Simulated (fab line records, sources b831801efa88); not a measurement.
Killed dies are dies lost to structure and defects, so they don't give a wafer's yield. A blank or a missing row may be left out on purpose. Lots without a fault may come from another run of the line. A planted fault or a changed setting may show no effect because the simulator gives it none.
Which tool did it? | flow gf180mcu | 14 lots, 40 wafers sampled, at 3 steps of a route of 602

WHAT THE GAUGES READ, wafer by wafer
GF_V3_BOW_MEAS_05. Usual: V3_BOW 119 um, standard deviation 7.5.
lot  | measured     | on            | V3_BOW (um) | flag
L558 | day 21 05:02 | film_metro-01 | 122 120 110 |
L560 | day 22 03:52 | film_metro-01 | 113 117 118 |
L561 | day 22 08:06 | film_metro-03 | 123 109 114 |
L562 | day 22 19:53 | film_metro-02 | 114 126 112 |
L563 | day 23 07:43 | film_metro-03 | 118 123 105 |
L564 | day 23 15:07 | film_metro-01 | 118 122 116 |
L566 | day 24 08:31 | film_metro-03 | 110 111 116 |
L567 | day 24 18:14 | film_metro-01 | 118 114 101 |
L568 | day 25 01:27 | film_metro-01 | 115 112 110 |
L569 | day 25 06:21 | film_metro-03 | 119 118 127 |
L570 | day 25 12:58 | film_metro-02 | 129 103 107 |
L577 | day 28 06:23 | film_metro-03 | 119 120     |
L578 | day 28 08:19 | film_metro-02 | 125 124     |
L581 | day 29 01:02 | film_metro-01 | 123 112 122 |

WHICH TOOL RAN EACH LOT (tool, then ch and the chambers of the sampled wafers, then the start)
lot  | GF_V2_SPUTTER_21             | GF_V3_CMP_04
L558 | pvd_sputter-04, day 20 02:52 | cmp-02 ch 0,2,3, day 21 04:49
L560 | pvd_sputter-02, day 21 01:46 | cmp-01 ch 0,2,3, day 22 03:37
L561 | pvd_sputter-04, day 21 06:08 | cmp-01 ch 1,2, day 22 07:48
L562 | pvd_sputter-02, day 21 18:59 | cmp-01 ch 0,1,3, day 22 19:35
L563 | pvd_sputter-04, day 22 05:32 | cmp-01 ch 0,3, day 23 07:25
L564 | pvd_sputter-01, day 22 14:16 | cmp-02 ch 1,3, day 23 14:49
L566 | pvd_sputter-04, day 23 07:32 | cmp-01 ch 1,2,3, day 24 08:13
L567 | pvd_sputter-01, day 23 18:02 | cmp-02 ch 0,2,3, day 24 18:02
L568 | pvd_sputter-01, day 24 01:14 | cmp-02 ch 0,1,3, day 25 01:08
L569 | pvd_sputter-04, day 24 06:58 | cmp-01 ch 1,2,3, day 25 06:02
L570 | pvd_sputter-04, day 24 13:36 | cmp-02 ch 0,1,3, day 25 12:43
L577 | pvd_sputter-01, day 27 07:38 | cmp-01 ch 1,3, day 28 06:13
L578 | pvd_sputter-02, day 27 10:23 | cmp-01 ch 0,1, day 28 08:03
L581 | pvd_sputter-01, day 28 03:28 | cmp-02 ch 1,3, day 29 00:43
- GF_V2_SPUTTER_21: material Ti, target thk 15 nm, time 80.02 s.
- GF_V3_CMP_04: polishes SiO2.

WHAT THE TOOLS THEMSELVES READ (means of the sampled wafers that have a number; where no wafer has one, the mark that the record gives instead)
GF_V2_SPUTTER_21. Usual: throttle_valve_pct 29.8 %, standard deviation 1.
lot  | tool           | throttle_valve_pct (%) | flag
L558 | pvd_sputter-04 | 29.8                   |
L560 | pvd_sputter-02 | 29.4                   |
L561 | pvd_sputter-04 | 29.8                   |
L562 | pvd_sputter-02 | 29.8                   |
L563 | pvd_sputter-04 | 30.0                   |
L564 | pvd_sputter-01 | 30.1                   |
L566 | pvd_sputter-04 | 30.1                   |
L567 | pvd_sputter-01 | 30.4                   |
L568 | pvd_sputter-01 | 30.0                   |
L569 | pvd_sputter-04 | 30.0                   |
L570 | pvd_sputter-04 | 29.9                   |
L577 | pvd_sputter-01 | 30.6                   |
L578 | pvd_sputter-02 | 28.7                   |
L581 | pvd_sputter-01 | 29.9                   |

GF_V3_CMP_04. Usual: motor_current_A 11.6 A, standard deviation 1.4; time_to_endpoint_s 79 s, standard deviation 5.4.
lot  | tool   | motor_current_A (A) | time_to_endpoint_s (s) | flag
L558 | cmp-02 | 11.4                | 79                     |
L560 | cmp-01 | 12.6                | 71                     |
L561 | cmp-01 | 12.1                | 75                     |
L562 | cmp-01 | 12.6                | 80                     |
L563 | cmp-01 | 13.2                | 82                     |
L564 | cmp-02 | 10.3                | 86                     |
L566 | cmp-01 | 12.5                | 80                     |
L567 | cmp-02 | 11.1                | 80                     |
L568 | cmp-02 | 10.9                | 79                     |
L569 | cmp-01 | 12.8                | 80                     |
L570 | cmp-02 | 11.0                | 76                     |
L577 | cmp-01 | 13.1                | 71                     |
L578 | cmp-01 | 12.1                | 66                     |
L581 | cmp-02 | 9.9                 | 72                     |

THE ANSWER, worked out from the rows above alone
Rule: a lot is off if the mean of its wafers that have a number lies more than 3 standard deviations from the usual mean. A lot without any number at a reading at which 4 lots or more have one is off too. The other lots that the step has rows for count as sound. The gauges are gone through in route order, then the tools' own readings, and for those a lot's mean is taken as printed above. The first step at which some lot is off is used, and at that step the reading that is off furthest; a lot without a number counts as furthest.
No lot is off at any reading shown: from this, nothing can be told.

WHAT THE SIMULATOR HAD PUT IN
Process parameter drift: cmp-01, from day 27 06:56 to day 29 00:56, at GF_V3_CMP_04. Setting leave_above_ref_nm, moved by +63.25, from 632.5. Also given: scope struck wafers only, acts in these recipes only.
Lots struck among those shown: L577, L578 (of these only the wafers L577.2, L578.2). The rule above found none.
